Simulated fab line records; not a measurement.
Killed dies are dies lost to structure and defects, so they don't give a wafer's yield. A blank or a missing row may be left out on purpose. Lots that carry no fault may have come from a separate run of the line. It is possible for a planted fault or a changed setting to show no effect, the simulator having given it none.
fab line records -- flow sky130 -- part 2 of 2: steps 25 to 35 of 35
record: lots: 5, wafers: 15, last_day: 49
route steps=708 shown LDD_LDN@301 SPACER@304 POLY_CUT@307 SD_P@320 RES_XHIGH@332
lots that met no fault: from a run of the same line without faults
start_h: the number of hours between the record's first day and the start of the first shown wafer of the lot -- wait_h: hours elapsed since this lot's preceding step -- " identical to the entry in the row above -- L1.1+2: a single row standing in for several wafers -- - no value present, or no start provided -- * or withheld: withheld -- < > ~ a bound
route shown NAME@n: names a module that has steps shown in the file, with the first one's number in the route -- usual: average and standard deviation across the fault-free wafers -- same: alike in all rows -- chamber/n: place in a boat -- sites: readings site by site -- _std_site: standard deviation across them -- _edge_site: mean of outer sites minus mean of inner sites -- radius_mm: how far each site lies from the wafer's centre -- mask NAME#n: copy n -- behind: the last tool/chamber to shape the wafer -- hold: the reason the lot was held/the length of the hold in hours/how it ended -- device: names the non-switching transistor (n, p or np) -- end of line: tests run on the same wafers once the route is complete -- step lacking rows: just its recipe -- killed: at the first sort, the dies lost to defects and structure; wafer yield is something else -- map: the dies of a wafer, with x for killed, . for not killed, _ for no die there
set.NAME: the setting that was run; set.NAME@STEP: the one run at that earlier step -- model.NAME: the simulator's own value behind a step, which no gauge read
lots at some steps of the route; a table a step, a row a wafer
services: a tool's chamber out of use, with start hour (start_h, from the record's first day; less than 0 if before it), hours out, and reason
== steps ==
step: SKY_SD_P_PEB_05
recipe: temp_c: withheld, time_s: *, resist: NOVOLAK
usual: exhaust_pa: 45.2/0.84
lot.wafer,tool,chamber,start_h,wait_h,exhaust_pa
L079.3,litho_track-02,0,-,-,45.2
L079.4,litho_track-02,0,-,-,44.1
L079.6,litho_track-02,0,-,-,45.9
L080.1,litho_track-02,0,-,-,44.9
L080.2,litho_track-02,0,-,-,45.1
L080.6,litho_track-02,0,-,-,44.3
L084.2,litho_track-03,0,-,-,45.9
L084.3,litho_track-03,0,-,-,45.6
L084.5,litho_track-03,0,-,-,45.4
L086.2,litho_track-02,0,-,-,43.8
L086.4,litho_track-02,0,-,-,43.2
L086.6,litho_track-02,0,-,-,44.1
L094.3,litho_track-02,0,-,-,46.3
L094.4,litho_track-02,0,-,-,46.0
L094.5,litho_track-02,0,-,-,45.2
step: SKY_SD_P_DEVELOP_06
recipe: resist: NOVOLAK, developer: TMAH, develop_time_s: 60, dev_temp_c: 23
usual: exhaust_pa: 45.0/0.89
lot.wafer,tool,chamber,start_h,wait_h,exhaust_pa
L079.3,litho_track-02,0,615.07,0.1,45.8
L079.4,litho_track-02,0,615.07,0.1,45.6
L079.6,litho_track-02,0,615.07,0.1,46.7
L080.1,litho_track-02,0,622.47,0.1,43.8
L080.2,litho_track-02,0,622.47,0.1,46.1
L080.6,litho_track-02,0,622.47,0.1,45.7
L084.2,litho_track-03,0,666.55,0.1,44.0
L084.3,litho_track-03,0,666.55,0.1,45.4
L084.5,litho_track-03,0,666.55,0.1,43.8
L086.2,litho_track-02,0,704.79,0.1,45.6
L086.4,litho_track-02,0,704.79,0.1,44.1
L086.6,litho_track-02,0,704.79,0.1,43.8
L094.3,litho_track-02,0,736.47,0.1,44.6
L094.4,litho_track-02,0,736.47,0.1,45.1
L094.5,litho_track-02,0,736.47,0.1,45.6
step: SKY_SD_P_CD_MEAS_07
recipe: target_cd_nm: 380
usual: cd_nm: 380.6/2.5
lot.wafer,tool,chamber,start_h,wait_h,cd_nm
L079.3,cd_sem-01,-,615.21,0.1,385.5
L079.4,cd_sem-01,-,615.21,0.1,383.4
L079.6,cd_sem-01,-,615.21,0.1,385.2
L080.1,cd_sem-01,-,622.62,0.1,377.6
L080.2,cd_sem-01,-,622.62,0.1,376.4
L080.6,cd_sem-01,-,622.62,0.1,375.0
L084.2,cd_sem-02,-,666.75,0.2,377.4
L084.3,cd_sem-02,-,666.75,0.2,379.2
L084.5,cd_sem-02,-,666.75,0.2,380.1
L086.2,cd_sem-01,-,704.94,0.1,379.9
L086.4,cd_sem-01,-,704.94,0.1,378.8
L086.6,cd_sem-01,-,704.94,0.1,381.3
L094.3,cd_sem-01,-,736.61,0.1,381.1
L094.4,cd_sem-01,-,736.61,0.1,382.9
L094.5,cd_sem-01,-,736.61,0.1,382.0
step: SKY_SD_P_OVL_MEAS_08
usual: SD_P_OVL: 0.5/1.7
lot.wafer,tool,chamber,start_h,wait_h,SD_P_OVL[nm]
L079.3,overlay-01,-,615.30,0.1,4.1
L079.4,overlay-01,-,615.30,0.1,3.4
L079.6,overlay-01,-,615.30,0.1,2.1
L080.1,overlay-02,-,622.74,0.1,0.8
L080.2,overlay-02,-,622.74,0.1,0.1
L080.6,overlay-02,-,622.74,0.1,-1.2
L084.2,overlay-01,-,666.85,0.1,1.3
L084.3,overlay-01,-,666.85,0.1,-2.0
L084.5,overlay-01,-,666.85,0.1,0.1
L086.2,overlay-02,-,705.05,0.1,1.9
L086.4,overlay-02,-,705.05,0.1,0.9
L086.6,overlay-02,-,705.05,0.1,0.8
L094.3,overlay-01,-,736.70,0.1,-2.1
L094.4,overlay-01,-,736.70,0.1,-0.2
L094.5,overlay-01,-,736.70,0.1,-1.0
step: SKY_SD_P_IMPLANT_09
recipe: species: BF2, energy_kev: 20, dose_cm2: 3e+15, tilt_deg: 0
usual: faraday_current_uA: 12877/1500
lot.wafer,tool,chamber,start_h,wait_h,faraday_current_uA
L079.3,implanter-03,0,615.38,0.1,11876
L079.4,implanter-03,0,615.38,0.1,11775
L079.6,implanter-03,0,615.38,0.1,12150
L080.1,implanter-04,0,622.78,0.0,12222
L080.2,implanter-04,0,622.78,0.0,12227
L080.6,implanter-04,0,622.78,0.0,12119
L084.2,implanter-04,0,666.91,0.0,11955
L084.3,implanter-04,0,666.91,0.0,12572
L084.5,implanter-04,0,666.91,0.0,12020
L086.2,implanter-01,0,705.13,0.1,15667
L086.4,implanter-01,0,705.13,0.1,15046
L086.6,implanter-01,0,705.13,0.1,14986
L094.3,implanter-01,0,736.78,0.1,15416
L094.4,implanter-01,0,736.78,0.1,15289
L094.5,implanter-01,0,736.78,0.1,15062
step: SKY_SD_P_STRIP_10
recipe: chemistry: O2/N2, power_w: 1400, pressure_mtorr: 1500, platen_temp_c: withheld, o2_flow_sccm: 3000, n2_flow_sccm: 300, overash_fraction: 0.5
usual: drypump_motor_current_A: 5.8/0.36, oes_product_au: 0.617/0.0044, strip_time_to_endpoint_s: 17.50/0.032
lot.wafer,tool,chamber,start_h,wait_h,drypump_motor_current_A,oes_product_au,rf_hours_counter_h,strip_time_to_endpoint_s
L079.3,plasma_asher-03,0,615.51,0.1,6.4,0.620,-,17.40
L079.4,plasma_asher-03,1,615.51,0.1,6.0,0.614,-,17.45
L079.6,plasma_asher-03,0,615.51,0.1,6.4,0.620,-,17.44
L080.1,plasma_asher-02,0,622.93,0.1,5.9,0.615,51,17.53
L080.2,plasma_asher-02,1,622.93,0.1,5.6,0.621,51,17.51
L080.6,plasma_asher-02,0,622.93,0.1,5.9,0.618,-,17.47
L084.2,plasma_asher-02,0,667.03,0.1,5.9,0.613,55,17.47
L084.3,plasma_asher-02,1,667.03,0.1,5.6,0.624,-,17.50
L084.5,plasma_asher-02,1,667.03,0.1,5.6,0.619,-,17.49
L086.2,plasma_asher-02,1,705.38,0.2,5.6,0.619,58,17.52
L086.4,plasma_asher-02,1,705.38,0.2,5.6,0.616,-,17.52
L086.6,plasma_asher-02,1,705.38,0.2,5.6,0.610,-,17.52
L094.3,plasma_asher-03,1,736.91,0.1,6.0,0.613,-,17.50
L094.4,plasma_asher-03,0,736.91,0.1,6.4,0.617,-,17.50
L094.5,plasma_asher-03,1,736.91,0.1,6.0,0.624,-,17.51
step: SKY_SD_P_TW_MEAS_11
usual: SD_P_TW: 2833/13
lot.wafer,tool,chamber,start_h,wait_h,SD_P_TW
L079.3,film_metro-02,-,615.60,0.1,2828
L079.4,film_metro-02,-,615.60,0.1,2825
L079.6,film_metro-02,-,615.60,0.1,2834
L080.1,film_metro-02,-,623.03,0.1,2824
L080.2,film_metro-02,-,623.03,0.1,2825
L080.6,film_metro-02,-,623.03,0.1,2811
L084.2,film_metro-01,-,667.14,0.1,2847
L084.3,film_metro-01,-,667.14,0.1,2842
L084.5,film_metro-01,-,667.14,0.1,2841
L086.2,film_metro-01,-,705.49,0.1,2837
L086.4,film_metro-01,-,705.49,0.1,2835
L086.6,film_metro-01,-,705.49,0.1,2838
L094.3,film_metro-01,-,737.00,0.1,2803
L094.4,film_metro-01,-,737.00,0.1,2814
L094.5,film_metro-01,-,737.00,0.1,2821
step: SKY_RES_XHIGH_DEHYDRATE_00
recipe: temp_c: 200, time_s: 60
usual: exhaust_pa: 44.9/0.92
lot.wafer,tool,chamber,start_h,wait_h,exhaust_pa
L079.3,litho_track-01,0,628.81,13.2,45.3
L079.4,litho_track-01,0,628.81,13.2,45.2
L079.6,litho_track-01,0,628.81,13.2,44.6
L080.1,litho_track-01,0,637.86,14.8,46.0
L080.2,litho_track-01,0,637.86,14.8,45.2
L080.6,litho_track-01,0,637.86,14.8,45.9
L084.2,litho_track-04,0,681.29,14.1,46.2
L084.3,litho_track-04,0,681.29,14.1,44.9
L084.5,litho_track-04,0,681.29,14.1,46.4
L086.2,litho_track-01,0,717.83,12.3,45.0
L086.4,litho_track-01,0,717.83,12.3,47.2
L086.6,litho_track-01,0,717.83,12.3,45.5
L094.3,litho_track-01,0,750.56,13.6,44.8
L094.4,litho_track-01,0,750.56,13.6,43.7
L094.5,litho_track-01,0,750.56,13.6,44.9
step: SKY_RES_XHIGH_HMDS_01
recipe: prime_time_s: 60, prime_temp_c: 120
usual: exhaust_pa: 44.9/0.86
lot.wafer,tool,chamber,start_h,wait_h,exhaust_pa
L079.3,litho_track-01,0,628.96,0.1,44.5
L079.4,litho_track-01,0,628.96,0.1,43.4
L079.6,litho_track-01,0,628.96,0.1,44.1
L080.1,litho_track-01,0,638.01,0.1,45.6
L080.2,litho_track-01,0,638.01,0.1,46.2
L080.6,litho_track-01,0,638.01,0.1,45.0
L084.2,litho_track-04,0,681.44,0.1,45.1
L084.3,litho_track-04,0,681.44,0.1,45.6
L084.5,litho_track-04,0,681.44,0.1,45.9
L086.2,litho_track-01,0,717.98,0.1,45.8
L086.4,litho_track-01,0,717.98,0.1,44.6
L086.6,litho_track-01,0,717.98,0.1,45.4
L094.3,litho_track-01,0,750.71,0.1,46.4
L094.4,litho_track-01,0,750.71,0.1,46.9
L094.5,litho_track-01,0,750.71,0.1,46.2
step: SKY_RES_XHIGH_COAT_02
recipe: resist: NOVOLAK, spin_rpm: 3000, resist_thk_nm: 1140
usual: exhaust_pa: 45.0/0.85
lot.wafer,tool,chamber,start_h,wait_h,exhaust_pa
L079.3,litho_track-01,0,629.11,0.1,44.7
L079.4,litho_track-01,0,629.11,0.1,43.9
L079.6,litho_track-01,0,629.11,0.1,45.1
L080.1,litho_track-01,0,638.16,0.1,44.7
L080.2,litho_track-01,0,638.16,0.1,45.4
L080.6,litho_track-01,0,638.16,0.1,45.3
L084.2,litho_track-04,0,681.59,0.1,44.4
L084.3,litho_track-04,0,681.59,0.1,44.7
L084.5,litho_track-04,0,681.59,0.1,46.3
L086.2,litho_track-01,0,718.13,0.1,43.4
L086.4,litho_track-01,0,718.13,0.1,44.7
L086.6,litho_track-01,0,718.13,0.1,44.8
L094.3,litho_track-01,0,750.86,0.1,44.4
L094.4,litho_track-01,0,750.86,0.1,46.0
L094.5,litho_track-01,0,750.86,0.1,44.2
step: SKY_RES_XHIGH_SOFTBAKE_03
recipe: temp_c: 90, time_s: 60, resist: NOVOLAK
usual: exhaust_pa: 45.2/0.89
lot.wafer,tool,chamber,start_h,wait_h,exhaust_pa
L079.3,litho_track-01,0,629.26,0.1,45.2
L079.4,litho_track-01,0,629.26,0.1,45.7
L079.6,litho_track-01,0,629.26,0.1,46.6
L080.1,litho_track-01,0,638.31,0.1,45.4
L080.2,litho_track-01,0,638.31,0.1,45.1
L080.6,litho_track-01,0,638.31,0.1,45.0
L084.2,litho_track-04,0,681.74,0.1,45.3
L084.3,litho_track-04,0,681.74,0.1,45.1
L084.5,litho_track-04,0,681.74,0.1,44.0
L086.2,litho_track-01,0,718.28,0.1,44.5
L086.4,litho_track-01,0,718.28,0.1,45.5
L086.6,litho_track-01,0,718.28,0.1,45.4
L094.3,litho_track-01,0,751.01,0.1,45.2
L094.4,litho_track-01,0,751.01,0.1,45.6
L094.5,litho_track-01,0,751.01,0.1,43.8
== services ==
tool,chamber,start_h,hours,kind
rie_diel-04,-,530.10,0.6,repair
rie_diel-02,-,533.90,2.3,repair
plasma_asher-03,-,535.53,1.2,repair
krf_scanner-01,-,549.03,0.8,pm
plasma_asher-03,-,552.25,15.6,pm
krf_scanner-01,-,558.75,4.0,pm
rie_diel-04,3,559.04,4.5,repair
rie_diel-04,1,582.78,12.4,repair
krf_scanner-01,-,591.68,1.0,pm
plasma_asher-03,-,596.08,0.3,repair
plasma_asher-02,-,597.09,2.9,repair
rie_diel-04,3,604.39,2.6,repair
iline_stepper-01,-,604.78,4.4,pm
iline_stepper-01,-,622.15,0.9,repair
lpcvd-02,-,629.49,0.2,repair
plasma_asher-03,-,642.81,1.4,repair
krf_scanner-01,-,647.03,1.3,pm
rie_diel-04,-,647.88,6.1,repair
rie_diel-02,-,651.52,1.9,repair
lpcvd-02,-,654.90,2.8,pm
rie_diel-02,-,655.44,0.6,repair
plasma_asher-03,-,659.61,1.0,repair
rie_diel-02,3,688.98,4.5,repair
rie_diel-02,-,744.12,14.6,pm
